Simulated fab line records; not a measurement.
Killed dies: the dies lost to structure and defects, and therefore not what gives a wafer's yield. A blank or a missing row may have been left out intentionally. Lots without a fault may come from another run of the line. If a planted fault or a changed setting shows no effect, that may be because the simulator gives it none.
Code-filled problem report in 8D (eight disciplines) form / flow sfq line / the parts of the form that need people (team, actions taken, sign-off) are left out

## 1. THE ISSUE
At SFQ_TRILAYER_R5_ETCH_METAL_ETCH_139, oes product au averages 0.723 a.u. over 3 wafers from 2 lots, while fault-free wafers read 0.987 a.u., standard deviation 0.0059. Measured from the usual mean, that is -45 standard deviations.
The step: etches the open film in Cl2, stops on SiO2, target depth 60 nm, time 40 s.
First seen on wafer L417.4, day 65 23:43, on rie metal-03. The record has a number at this step for 18 wafers belonging to 6 lots. Rule for "out", or "out of limits": more than 4 standard deviations from the usual mean. The other wafers with a number count as sound.

## 2. WHAT IT IS, WHAT IT ISN'T
question=which readings at this step | is=oes product au | is not=drypump motor current A
question=which lots | is=L417, L419 | is not=L398, L399, L403, L407
question=which wafers of those lots | is=L417.4, L417.6, L419.4 | is not=L417.1, L419.1, L419.5
question=read on which tools | is=rie metal-03 | is not=rie metal-02, rie metal-04
question=when | is=from day 65 23:43 | is not=up to then (13 sound wafers); but 2 sound wafers of L419 came after

## 3. WHAT RULES OUT EACH SUSPECT
Counting: any tool at a process step up to the reading remains a suspect provided it ran every lot that is out. Sound lots after the first of them don't rule it out here, since some wafers of a struck lot are sound.
- pvd sputter-03 at SFQ_TRILAYER_R5_DEP_SPUTTER_133 (material MoNx, target thk 40 nm, time 66.7 s): kept. It ran every lot that is out, first L417 (day 65 18:07).
- rie metal-03 at SFQ_TRILAYER_R5_ETCH_METAL_ETCH_139 (etches the open film in Cl2, stops on SiO2, target depth 60 nm, time 40 s): kept. Every lot that is out went through it, the first being L417 (day 65 23:43); the last sound lot it ran before that was L407 (day 59 14:19). Out on those wafers are its own readings of oes product au.
After counting, pvd sputter-03 at SFQ_TRILAYER_R5_DEP_SPUTTER_133 and rie metal-03 at SFQ_TRILAYER_R5_ETCH_METAL_ETCH_139 remain.

## 4. THE CAUSE (what the simulator had put in)
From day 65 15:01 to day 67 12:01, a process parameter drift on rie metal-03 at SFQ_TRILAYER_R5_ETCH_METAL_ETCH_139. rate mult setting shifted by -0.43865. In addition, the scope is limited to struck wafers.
This tool is one of the 2 suspects left after counting.

## 5. THE CHAIN OF EFFECTS, in route order
Each row: a reading where the mean over the struck wafers with a number is more than 3 standard deviations away from the usual. Only readings for which the record gives a usual standard deviation are gone through. hours: the time from each lot's start at the first step in this table that gives one to its start at this step, as a median over the lots. sigmas: the change in usual standard deviations.
hours=0; step=SFQ_TRILAYER_R5_ETCH_METAL_ETCH_139; reading=oes product au; usual=0.987 a.u.; on struck wafers=0.723; change=-0.264; sigmas=-45
Here are the process steps it includes:
- SFQ_TRILAYER_R5_ETCH_METAL_ETCH_139: etches the open film in Cl2, stops on SiO2, target depth 60 nm, time 40 s.
At these later measuring or inspecting steps, every struck wafer for which the step has a row has a number for every such reading, and none has moved that far: SFQ_I5_OVL_MEAS_936, SFQ_C5_OVL_MEAS_937, SFQ_M6_RS_MEAS_938, SFQ_M8_BOW_MEAS_951.

## 6. WHAT WOULD HAVE CAUGHT IT SOONER
In this record the first reading out of limits was taken at day 65 23:43, 9 hours after the fault began at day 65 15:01.
